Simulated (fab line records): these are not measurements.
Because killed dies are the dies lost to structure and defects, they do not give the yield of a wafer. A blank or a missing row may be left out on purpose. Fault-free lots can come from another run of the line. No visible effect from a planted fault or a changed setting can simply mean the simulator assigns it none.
Which tool is to blame? -- flow sky130 -- 12 lots with 36 wafers sampled at 5 steps, on a route of 708 steps

WHAT THE GAUGES SHOWED, per wafer
Not one reading of a measure or inspect step in the record can be checked against a usual standard deviation.

TOOL THAT RAN EACH LOT (tool first, then ch and the chambers of the sampled wafers, then the start)
lot,SKY_CAPM_CVD_00,SKY_METAL3_DESCUM_15,SKY_METAL3_ETCH_17,SKY_METAL3_STRIP_19,SKY_PAD_OPEN_PROBE_99
L187,"pecvd-04 ch 0,1, day 37 00:19","rie metal-01 ch 0,1, day 39 03:40","rie diel-02 ch 0,2,3, day 39 03:47","plasma asher-01 ch 0,1, day 39 03:59","prober-01, day 46 07:02"
L192,"pecvd-03 ch 1,2, day 38 17:41","rie metal-02 ch 0,1, day 40 20:22","rie diel-02 ch 0,1,3, day 40 20:29","plasma asher-04 ch 0,1, day 40 20:41","prober-01, day 47 17:55"
L193,"pecvd-02 ch 0,2, day 38 23:29","rie metal-01 ch 0,1, day 41 01:35","rie diel-03 ch 2,3, day 41 01:43","plasma asher-03 ch 0,1, day 41 01:55","prober-02, day 47 21:19"
L194,"pecvd-03 ch 0,2, day 39 11:11","rie metal-01 ch 0,1, day 41 12:08","rie diel-03 ch 0,1,3, day 41 12:16","plasma asher-04 ch 1, day 41 12:28","prober-01, day 48 05:55"
L195,"pecvd-02 ch 0,2, day 39 18:00","rie metal-02 ch 0,1, day 41 19:37","rie diel-02 ch 0,1,2, day 41 19:44","plasma asher-04 ch 0,1, day 41 19:56","prober-02, day 48 14:15"
L198,"pecvd-02 ch 1,2, day 40 12:58","rie metal-02 ch 0,1, day 42 13:56","rie diel-02 ch 2,3, day 42 14:04","plasma asher-03 ch 0,1, day 42 14:16","prober-02, day 49 01:44"
L203,"pecvd-04 ch 0,1, day 41 17:31","rie metal-01 ch 0,1, day 43 17:28","rie diel-03 ch 1,2,3, day 43 17:35","plasma asher-03 ch 1, day 43 17:47","prober-01, day 49 22:04"
L202,"pecvd-04 ch 0,2, day 41 22:02","rie metal-01 ch 0,1, day 43 22:14","rie diel-02 ch 1,2,3, day 43 22:22","plasma asher-01 ch 0,1, day 43 22:34","prober-02, day 50 05:14"
L206,"pecvd-03 ch 0,1,2, day 42 13:32","rie metal-03 ch 0,1, day 44 12:19","rie diel-04 ch 0,3, day 44 12:26","plasma asher-03 ch 0,1, day 44 12:38","prober-02, day 50 11:43"
L205,"pecvd-03 ch 0,2, day 42 21:26","rie metal-01 ch 0,1, day 44 19:02","rie diel-04 ch 0,3, day 44 19:10","plasma asher-03 ch 0,1, day 44 19:22","prober-01, day 50 19:17"
L207,"pecvd-04 ch 0,2, day 43 04:04","rie metal-01 ch 0,1, day 45 01:26","rie diel-02 ch 0,1, day 45 01:34","plasma asher-04 ch 0,1, day 45 01:46","prober-02, day 50 22:06"
L208,"pecvd-02 ch 0,1, day 43 06:24","rie metal-03 ch 0,1, day 45 03:47","rie diel-03 ch 1,2,3, day 45 03:55","plasma asher-01 ch 0,1, day 45 04:07","prober-01, day 50 22:28"
- SKY_CAPM_CVD_00: deposits SiO2, target thk 15.5 nm.
- SKY_METAL3_DESCUM_15: chemistry O2, time 8 s.
- SKY_METAL3_ETCH_17: etches SiO2 in C4F8/O2/Ar, stops on TiN, time 3.9 s, target depth 15 nm.
- SKY_METAL3_STRIP_19: strips in O2/N2.
- SKY_PAD_OPEN_PROBE_99

WHAT THE TOOLS THEMSELVES READ (means of the sampled wafers that have a number; where no wafer has one, the mark that the record gives instead)
SKY_CAPM_CVD_00. Usual: 670 W for heater power w, sd 69.
lot,tool,heater power w (W),flag
L187,pecvd-04,735,
L192,pecvd-03,695,
L193,pecvd-02,745,
L194,pecvd-03,633,
L195,pecvd-02,733,
L198,pecvd-02,639,
L203,pecvd-04,720,
L202,pecvd-04,640,
L206,pecvd-03,633,
L205,pecvd-03,647,
L207,pecvd-04,642,
L208,pecvd-02,693,

SKY_METAL3_DESCUM_15. Usual: drypump motor current A 5.5 A, standard deviation 0.53; oes product au 0.998 a.u., standard deviation 0.0089; temp c 40.00 C, standard deviation 0.1.
lot,tool,drypump motor current A (A),oes product au (a.u.),temp c (C),flag
L187,rie metal-01,5.2,1.004,40.12,
L192,rie metal-02,5.5,0.991,39.90,
L193,rie metal-01,5.6,0.998,39.97,
L194,rie metal-01,5.2,1.004,39.94,
L195,rie metal-02,5.3,0.996,40.00,
L198,rie metal-02,5.5,0.997,40.06,
L203,rie metal-01,5.6,0.998,40.16,
L202,rie metal-01,5.6,1.003,39.99,
L206,rie metal-03,5.9,0.998,40.04,
L205,rie metal-01,5.2,1.002,39.92,
L207,rie metal-01,5.6,0.983,40.03,
L208,rie metal-03,5.9,1.002,39.97,

SKY_METAL3_ETCH_17. Usual: bias w 1200 W, standard deviation 3.3; chamber pressure mTorr 40.00 mTorr, standard deviation 0.081; oes product au 0.754 a.u., standard deviation 0.0066.
lot,tool,bias w (W),chamber pressure mTorr (mTorr),oes product au (a.u.),flag
L187,rie diel-02,1200,39.98,0.744,
L192,rie diel-02,1201,39.94,0.754,
L193,rie diel-03,-,-,-,OFF
L194,rie diel-03,-,-,-,OFF
L195,rie diel-02,-,-,-,OFF
L198,rie diel-02,1196,40.00,0.753,
L203,rie diel-03,1198,39.99,0.747,
L202,rie diel-02,1199,40.00,0.750,
L206,rie diel-04,1198,39.98,0.761,
L205,rie diel-04,1202,39.96,0.750,
L207,rie diel-02,1200,39.99,0.755,
L208,rie diel-03,1201,39.98,0.759,

SKY_METAL3_STRIP_19. Usual: drypump motor current A 5.8 A, standard deviation 0.5; oes product au 0.503 a.u., standard deviation 0.0048; strip time to endpoint s 6.55 s, standard deviation 0.07.
lot,tool,drypump motor current A (A),oes product au (a.u.),strip time to endpoint s (s),flag
L187,plasma asher-01,6.0,0.505,6.63,
L192,plasma asher-04,5.3,0.506,6.55,
L193,plasma asher-03,5.8,0.504,6.55,
L194,plasma asher-04,5.1,0.499,6.55,
L195,plasma asher-04,5.6,0.497,6.48,
L198,plasma asher-03,6.1,0.505,6.60,
L203,plasma asher-03,5.6,0.506,6.47,
L202,plasma asher-01,5.6,0.504,6.53,
L206,plasma asher-03,6.2,0.502,6.61,
L205,plasma asher-03,5.9,0.511,6.61,
L207,plasma asher-04,5.3,0.499,6.52,
L208,plasma asher-01,6.0,0.505,6.57,

SKY_PAD_OPEN_PROBE_99. Usual: defect limited yield 82.1 %, standard deviation 1.9; killed_at_M0_to_M3 44, standard deviation 7.3; killed_at_M4_up 3.5, standard deviation 1.8; killed at contacts 24, standard deviation 5.8; killed at front end 16, standard deviation 4.3; killed at other 0.5, standard deviation 0.68; killed dies 88, standard deviation 9.4; killed on rim 17, standard deviation 3.7; killed open 48, standard deviation 6.8; killed short 40, standard deviation 6.1; sort_bin_3_pad_short 0.9 %, standard deviation 0.39; sort_bin_5_function 10.5 %, standard deviation 1.4; sort_bin_6_memory 6.4 %, standard deviation 1.1; sort n pass 404, standard deviation 9.4; sort yield pct 82.1 %, standard deviation 1.9.
lot,tool,defect limited yield (%),killed_at_M0_to_M3,killed_at_M4_up,killed at contacts,killed at front end,killed at other,killed dies,killed on rim,killed open,killed short,sort_bin_3_pad_short (%),sort_bin_5_function (%),sort_bin_6_memory (%),sort n pass,sort yield pct (%),flag
L187,prober-01,82.6,40,3.3,30,11,0.7,85,19,43,42,1.0,9.9,6.4,407,82.6,
L192,prober-01,82.9,44,3.3,18,17,1.0,84,16,43,41,1.0,9.9,6.2,408,82.9,
L193,prober-02,0.0,451,3.3,20,17,0.7,492,96,45,37,1.1,92.7,6.2,0,0.0,OFF
L194,prober-01,0.0,449,3.0,23,17,0.0,492,96,49,44,1.1,91.9,6.9,0,0.0,OFF
L195,prober-02,0.0,449,5.7,26,11,0.7,492,96,43,44,1.1,93.6,5.3,0,0.0,OFF
L198,prober-02,82.2,38,5.7,29,15,0.3,88,17,45,42,1.4,10.6,5.8,404,82.2,
L203,prober-01,82.6,40,2.7,21,21,0.3,85,16,46,38,0.5,10.9,6.0,407,82.6,
L202,prober-02,81.4,52,1.3,23,15,0.3,91,19,46,43,1.2,11.4,6.0,401,81.4,
L206,prober-02,81.6,47,4.0,23,16,0.0,91,18,56,35,0.7,10.7,7.0,401,81.6,
L205,prober-01,83.1,41,3.3,27,12,0.0,83,14,48,35,1.0,9.5,6.4,409,83.1,
L207,prober-02,80.2,50,3.7,27,16,1.3,97,18,56,40,1.5,10.9,7.3,395,80.2,
L208,prober-01,83.4,37,3.3,28,13,0.0,81,17,44,37,1.0,9.6,5.9,411,83.4,

THE ANSWER, worked out from the rows above alone
Rule: take the mean of a lot's wafers that have a number; if it is more than 3 standard deviations from the usual mean, the lot is off. A lot without any number at a reading at which 4 lots or more have one is off too. Any other lot the step has rows for is counted as sound. The gauges are gone through in route order, then the tools' own readings, and for those a lot's mean is taken as printed above. At the first step where some lot is off, the reading lying furthest off is the one used; lots without a number count as furthest.
Off at SKY_METAL3_ETCH_17 (bias w): L193, L194, L195. Without a number there: L193, L194, L195.
A tool fits if, at that step or a process step before it, it ran every lot that is off, and no sound lot after the first of them. Not one of the candidates tried fits.

WHAT THE SIMULATOR HAD INSERTED
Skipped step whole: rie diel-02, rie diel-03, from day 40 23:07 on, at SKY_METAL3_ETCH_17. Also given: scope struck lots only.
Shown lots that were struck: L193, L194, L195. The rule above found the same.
